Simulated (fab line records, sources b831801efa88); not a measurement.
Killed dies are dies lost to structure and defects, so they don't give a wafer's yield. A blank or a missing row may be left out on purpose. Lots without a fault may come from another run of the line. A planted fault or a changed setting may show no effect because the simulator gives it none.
Which tool did it? | flow gf180mcu | 11 lots, 33 wafers sampled, at 4 steps of a route of 602

WHAT THE GAUGES READ, wafer by wafer
GF_M5_OVL_MEAS_08. Usual: M5_OVL 0 nm, standard deviation 4.9.
lot  | measured     | on         | M5_OVL (nm) | flag
L691 | day 26 09:59 | overlay-02 | 1 0 1       |
L693 | day 27 06:43 | overlay-02 | -1 -3 1     |
L696 | day 28 08:51 | overlay-01 | -3 -7 -2    |
L697 | day 29 01:59 | overlay-01 | 10 1 15     |
L698 | day 29 04:09 | overlay-01 | 2 0 0       |
L700 | day 29 18:04 | overlay-02 | -6 -6 -8    |
L701 | day 29 23:29 | overlay-01 | 1 4 -8      |
L703 | day 30 07:06 | overlay-02 | -4 -1 10    |
L704 | day 30 11:20 | overlay-01 | 3 0 -6      |
L712 | day 32 16:00 | overlay-02 | -3 3 -4     |
L714 | day 33 00:00 | overlay-01 | 3 7 7       |

WHICH TOOL RAN EACH LOT (tool, then ch and the chambers of the sampled wafers, then the start)
lot  | GF_MIM_SPUTTER_00            | GF_MIM_STRIP_20                      | GF_M5_COAT_02
L691 | pvd_sputter-03, day 24 14:35 | plasma_asher-04 ch 0,1, day 25 12:33 | litho_track-03 ch 0, day 25 22:50
L693 | pvd_sputter-03, day 25 11:50 | plasma_asher-01 ch 0,1, day 26 09:27 | litho_track-03 ch 0, day 26 20:05
L696 | pvd_sputter-03, day 26 15:11 | plasma_asher-04 ch 0,1, day 27 12:00 | litho_track-04 ch 0, day 27 22:26
L697 | pvd_sputter-01, day 27 10:35 | plasma_asher-04 ch 0,1, day 28 06:45 | litho_track-04 ch 0, day 28 16:29
L698 | pvd_sputter-01, day 27 11:37 | plasma_asher-04 ch 0,1, day 28 08:34 | litho_track-03 ch 0, day 28 18:17
L700 | pvd_sputter-03, day 28 02:37 | plasma_asher-02 ch 0, day 28 22:08   | litho_track-03 ch 0, day 29 08:24
L701 | pvd_sputter-01, day 28 08:50 | plasma_asher-04 ch 0,1, day 29 04:04 | litho_track-03 ch 0, day 29 13:36
L703 | pvd_sputter-04, day 28 17:06 | plasma_asher-02 ch 0,1, day 29 12:07 | litho_track-04 ch 0, day 29 21:19
L704 | pvd_sputter-03, day 28 21:08 | plasma_asher-02 ch 0,1, day 29 16:38 | litho_track-02 ch 0, day 30 02:01
L712 | pvd_sputter-04, day 31 05:20 | plasma_asher-01 ch 0,1, day 31 22:57 | litho_track-03 ch 0, day 32 07:11
L714 | pvd_sputter-03, day 31 13:14 | plasma_asher-04 ch 0,1, day 32 06:58 | litho_track-04 ch 0, day 32 15:44
- GF_MIM_SPUTTER_00: material Ti, target thk 37.5 nm, time 150 s.
- GF_MIM_STRIP_20: strips in O2/N2.
- GF_M5_COAT_02: resist thk 1000 nm.

WHAT THE TOOLS THEMSELVES READ (means of the sampled wafers that have a number; where no wafer has one, the mark that the record gives instead)
GF_MIM_SPUTTER_00. Usual: throttle_valve_pct 30.4 %, standard deviation 0.98.
lot  | tool           | throttle_valve_pct (%) | flag
L691 | pvd_sputter-03 | 30.2                   |
L693 | pvd_sputter-03 | 30.3                   |
L696 | pvd_sputter-03 | 30.6                   |
L697 | pvd_sputter-01 | 31.3                   |
L698 | pvd_sputter-01 | 31.3                   |
L700 | pvd_sputter-03 | 30.3                   |
L701 | pvd_sputter-01 | 30.4                   |
L703 | pvd_sputter-04 | 30.0                   |
L704 | pvd_sputter-03 | 30.2                   |
L712 | pvd_sputter-04 | 29.9                   |
L714 | pvd_sputter-03 | 29.7                   |

GF_MIM_STRIP_20. Usual: drypump_motor_current_A 5.6 A, standard deviation 0.34; heater_power_w 337 W, standard deviation 43; n2_flow_sccm 300.0 sccm, standard deviation 0.83; oes_product_au 0.693 a.u., standard deviation 0.0048; strip_time_to_endpoint_s 11.23 s, standard deviation 0.048.
lot  | tool            | drypump_motor_current_A (A) | heater_power_w (W) | n2_flow_sccm (sccm) | oes_product_au (a.u.) | strip_time_to_endpoint_s (s) | flag
L691 | plasma_asher-04 | 5.6                         | 318                | 300.5               | 0.690                 | 11.21                        |
L693 | plasma_asher-01 | 5.9                         | 349                | 300.5               | 0.693                 | 11.19                        |
L696 | plasma_asher-04 | 5.6                         | 325                | 301.0               | 0.698                 | 11.29                        |
L697 | plasma_asher-04 | 5.6                         | 321                | 299.8               | 0.695                 | 11.22                        |
L698 | plasma_asher-04 | 5.7                         | 319                | 300.0               | 0.696                 | 11.24                        |
L700 | plasma_asher-02 | 5.0                         | 374                | 300.5               | 0.690                 | 11.24                        |
L701 | plasma_asher-04 | 5.6                         | 310                | 299.1               | 0.694                 | 11.25                        |
L703 | plasma_asher-02 | 5.3                         | 378                | 299.9               | 0.698                 | 11.32                        |
L704 | plasma_asher-02 | 5.3                         | 379                | 300.2               | 0.693                 | 11.22                        |
L712 | plasma_asher-01 | 5.9                         | 346                | 300.3               | 0.688                 | 11.23                        |
L714 | plasma_asher-04 | 5.7                         | 309                | 299.5               | 0.693                 | 11.19                        |

THE ANSWER, worked out from the rows above alone
Rule: a lot is off if the mean of its wafers that have a number lies more than 3 standard deviations from the usual mean. A lot without any number at a reading at which 4 lots or more have one is off too. The other lots that the step has rows for count as sound. The gauges are gone through in route order, then the tools' own readings, and for those a lot's mean is taken as printed above. The first step at which some lot is off is used, and at that step the reading that is off furthest; a lot without a number counts as furthest.
No lot is off at any reading shown: from this, nothing can be told.

WHAT THE SIMULATOR HAD PUT IN
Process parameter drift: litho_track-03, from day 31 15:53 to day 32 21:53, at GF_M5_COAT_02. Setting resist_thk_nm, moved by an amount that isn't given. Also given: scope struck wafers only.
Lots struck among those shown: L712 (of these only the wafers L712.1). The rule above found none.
